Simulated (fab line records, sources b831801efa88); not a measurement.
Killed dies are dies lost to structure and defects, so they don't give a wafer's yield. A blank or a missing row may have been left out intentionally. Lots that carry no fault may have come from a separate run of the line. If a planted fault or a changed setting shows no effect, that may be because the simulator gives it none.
Which tool did it? -- flow gf180mcu -- Sampling: 6 lots, 18 wafers, 2 of 602 route steps

## WHAT THE GAUGES SHOWED, per wafer
GF_DUAL_GATE_THK_MEAS_03.
lot,measured,on,DUAL_GATE_OXIDATION_00_THK (nm)
L494,day 8 03:22,filmMetro-03,10.95 10.99 11.14
L497,day 8 23:08,filmMetro-03,11.17 11.00 11.10
L506,day 11 09:29,filmMetro-03,10.69 10.72 10.43
L509,day 12 04:13,filmMetro-01,10.97 11.05 11.17
L511,day 12 18:58,filmMetro-02,10.70 10.59 10.65
L515,day 13 22:14,filmMetro-01,10.69 10.48 10.68

## WHAT TOOL EACH LOT RAN ON (gives the tool, then ch and the chambers of the sampled wafers, and finally the start)
lot,GF_VT_IMPLANT_STRIP_09
L494,"plasmaAsher-02 ch 0,1, day 6 01:53"
L497,"plasmaAsher-04 ch 0,1, day 6 19:38"
L506,"plasmaAsher-02 ch 0,1, day 9 01:00"
L509,"plasmaAsher-02 ch 0,1, day 9 18:03"
L511,"plasmaAsher-04 ch 0,1, day 10 07:41"
L515,"plasmaAsher-03 ch 0,1, day 11 09:30"
- GF_VT_IMPLANT_STRIP_09: strips in O2/N2.

## THE ANSWER, worked out from the rows above alone
Rule: the usual values come from the lots themselves. The widest of any qualifying gaps counts: lots, ordered by their means at a reading, are off when they make up no more than a third of the lots, leave a main group of 4 or more, and stand apart from it by 3 or more times the standard deviation of that group's means. Not used: any main group whose means are identical at the precision the tables above print for the reading. Also off: a lot with no number at a reading for which 4 or more lots have one. Where the step has rows for the other lots, those lots are counted as sound.
No lot is off on any of the readings shown, so nothing can be concluded from this.

## WHAT HAD BEEN PUT IN BY THE SIMULATOR
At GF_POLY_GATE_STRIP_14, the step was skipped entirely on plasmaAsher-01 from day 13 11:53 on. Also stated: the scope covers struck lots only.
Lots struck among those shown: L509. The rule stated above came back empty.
